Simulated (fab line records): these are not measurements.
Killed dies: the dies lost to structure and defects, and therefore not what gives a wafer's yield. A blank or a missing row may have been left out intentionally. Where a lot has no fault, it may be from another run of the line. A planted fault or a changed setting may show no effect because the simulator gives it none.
Which of the tools did it?	flow sky130	72 wafers from 24 lots sampled at 4 of the route's 708 steps

WHAT EACH GAUGE READ, for each wafer
SKY_VIA1_BOW_MEAS_03. Usual: VIA1_BOW typically reads 79 um, with standard deviation 6.9.
lot	measured	on	VIA1_BOW (um)	flag
L074	day 32 23:01	film-metro-02	76 88 70	
L075	day 33 17:56	film-metro-04	76 73 73	
L076	day 34 00:40	film-metro-02	73 89 92	
L077	day 34 04:02	film-metro-01	80 80 76	
L078	day 34 11:47	film-metro-01	79 86 75	
L079	day 34 21:40	film-metro-02	91 81 87	
L080	day 35 00:12	film-metro-04	87 89 71	
L081	day 35 11:14	film-metro-04	85 78 71	
L082	day 36 00:04	film-metro-04	72 86 62	
L083	day 36 00:59	film-metro-02	79 83 74	
L084	day 36 08:37	film-metro-01	78 89 84	
L085	day 36 17:46	film-metro-01	79 89 75	
L086	day 37 00:01	film-metro-02	73 68 80	
L087	day 37 06:50	film-metro-02	80 86 81	
L088	day 37 13:53	film-metro-01	77 74 75	
L089	day 38 01:44	film-metro-01	84 81 62	
L090	day 38 05:04	film-metro-01	79 81 70	
L091	day 38 10:46	film-metro-02	85 79 79	
L092	day 38 15:37	film-metro-02	86 82 90	
L093	day 38 18:41	film-metro-02	88 81 87	
L094	day 39 02:43	film-metro-04	81 73 85	
L095	day 39 08:22	film-metro-04	87 82 71	
L096	day 39 14:13	film-metro-02	82 76 88	
L097	day 39 23:50	film-metro-04	86 77 78	

SKY_METAL2_OVL_MEAS_16. Usual: METAL2_OVL typically reads 3 nm, with standard deviation 4.6.
lot	measured	on	METAL2_OVL (nm)	flag
L074	day 35 05:38	overlay-02	1 13 3	
L075	day 36 01:32	overlay-01	2 6 9	
L076	day 36 06:56	overlay-01	-3 3 7	
L077	day 36 09:33	overlay-02	4 -1 6	
L078	day 36 16:50	overlay-01	2 7 8	
L079	day 37 02:50	overlay-01	0 5 1	
L080	day 37 05:36	overlay-01	7 7 6	
L081	day 37 17:17	overlay-01	7 2 10	
L082	day 38 04:41	overlay-01	6 -2 6	
L083	day 38 05:02	overlay-01	4 -7 6	
L084	day 38 13:02	overlay-02	4 2 6	
L085	day 38 21:44	overlay-01	6 4 -3	
L086	day 39 04:05	overlay-02	10 6 12	
L087	day 39 10:27	overlay-01	-2 2 0	
L088	day 39 18:02	overlay-02	4 5 7	
L089	day 40 05:08	overlay-02	9 6 6	
L090	day 40 08:54	overlay-01	-1 -1 -7	
L091	day 40 15:03	overlay-01	-2 4 4	
L092	day 40 20:20	overlay-01	-3 -4 9	
L093	day 40 22:48	overlay-01	-1 0 5	
L094	day 41 06:23	overlay-02	6 4 2	
L095	day 41 12:11	overlay-01	0 1 5	
L096	day 41 18:24	overlay-02	10 1 9	
L097	day 42 03:24	overlay-02	5 -5 8	

SKY_VIA2_RS_MEAS_22: measures by four-point-probe. Usual: VIA2_W_RS typically reads 0.2727 ohm/sq, with standard deviation 0.0027.
lot	measured	on	VIA2_W_RS (ohm/sq)	flag
L074	day 36 09:52	film-metro-01	0.2786 0.2787 0.2788	
L075	day 37 05:14	film-metro-03	0.2718 0.2699 0.2720	
L076	day 37 11:16	film-metro-01	0.2745 0.2783 0.2759	
L077	day 37 13:25	film-metro-01	0.2693 0.2703 0.2689	
L078	day 37 20:34	film-metro-04	0.2769 0.2761 0.2755	
L079	day 38 07:13	film-metro-04	0.2711 0.2724 0.2752	
L080	day 38 09:10	film-metro-03	0.2764 0.2710 0.2701	
L081	day 38 21:08	film-metro-04	0.2718 0.2707 0.2748	
L082	day 39 08:10	film-metro-03	0.2749 0.2732 0.2722	
L083	day 39 08:28	film-metro-01	0.2722 0.2733 0.2745	
L084	day 39 16:37	film-metro-04	0.2741 0.2746 0.2722	
L085	day 40 01:00	film-metro-03	0.2721 0.2699 0.2670	
L086	day 40 08:14	film-metro-03	0.2741 0.2696 0.2710	
L087	day 40 14:01	film-metro-04	0.2763 0.2730 0.2730	
L088	day 40 22:10	film-metro-03	0.2746 0.2716 0.2749	
L089	day 41 09:11	film-metro-04	0.2750 0.2758 0.2738	
L090	day 41 12:42	film-metro-03	0.2706 0.2709 0.2700	
L091	day 41 18:04	film-metro-03	0.2689 0.2703 0.2691	
L092	day 41 23:16	film-metro-01	0.2751 0.2704 0.2694	
L093	day 42 01:56	film-metro-01	0.2711 0.2689 0.2752	
L094	day 42 09:10	film-metro-04	0.2713 0.2734 0.2706	
L095	day 42 14:22	film-metro-01	0.2705 0.2683 0.2723	
L096	day 42 19:45	film-metro-03	0.2735 0.2691 0.2697	
L097	day 43 05:06	film-metro-01	0.2706 0.2720 0.2754	

SKY_VIA2_THK_MEAS_23: measures by xrf. Usual: VIA2_W_THK typically reads 449 nm, with standard deviation 6.2.
lot	measured	on	VIA2_W_THK (nm)	flag
L074	day 36 09:59	film-metro-01	441 438 438	
L075	day 37 05:20	film-metro-03	448 450 450	
L076	day 37 11:23	film-metro-01	443 437 439	
L077	day 37 13:30	film-metro-01	449 449 448	
L078	day 37 20:41	film-metro-04	445 440 442	
L079	day 38 07:20	film-metro-04	455 455 447	
L080	day 38 09:17	film-metro-03	441 456 454	
L081	day 38 21:15	film-metro-04	458 457 452	
L082	day 39 08:17	film-metro-03	441 445 448	
L083	day 39 08:35	film-metro-01	455 453 448	
L084	day 39 16:44	film-metro-04	449 449 455	
L085	day 40 01:07	film-metro-03	451 451 460	
L086	day 40 08:21	film-metro-03	449 451 449	
L087	day 40 14:08	film-metro-04	450 457 454	
L088	day 40 22:17	film-metro-03	450 445 442	
L089	day 41 09:18	film-metro-04	450 448 449	
L090	day 41 12:48	film-metro-03	446 444 450	
L091	day 41 18:10	film-metro-03	447 449 451	
L092	day 41 23:23	film-metro-01	445 452 459	
L093	day 42 02:02	film-metro-01	453 455 447	
L094	day 42 09:17	film-metro-04	461 461 467	
L095	day 42 14:29	film-metro-01	453 461 453	
L096	day 42 19:51	film-metro-03	441 448 447	
L097	day 43 05:12	film-metro-01	452 449 447	

WHICH TOOL RAN EACH LOT (tool, then ch and the chambers of the sampled wafers, then the start)
Before these readings, the record contains no process step.

AS READ BY THE TOOLS THEMSELVES (means over the sampled wafers that have a number; for cases with no such wafer, the mark the record gives instead)
The record holds no such reading with a usual standard deviation.

THE ANSWER, worked out from the rows above alone
Rule: a lot is off if the mean of its wafers that have a number lies more than 3 standard deviations from the usual mean. Also off: a lot with no number at a reading for which 4 or more lots have one. The other lots that the step has rows for count as sound. Order of review: gauges by route order, followed by the tools' own readings, for which a lot's mean as printed above is used. At the first step where some lot is off, the reading lying furthest off is the one used; lots without a number count as furthest.
None of the lots is off at any reading shown; this tells nothing.

WHAT HAD BEEN PUT IN BY THE SIMULATOR
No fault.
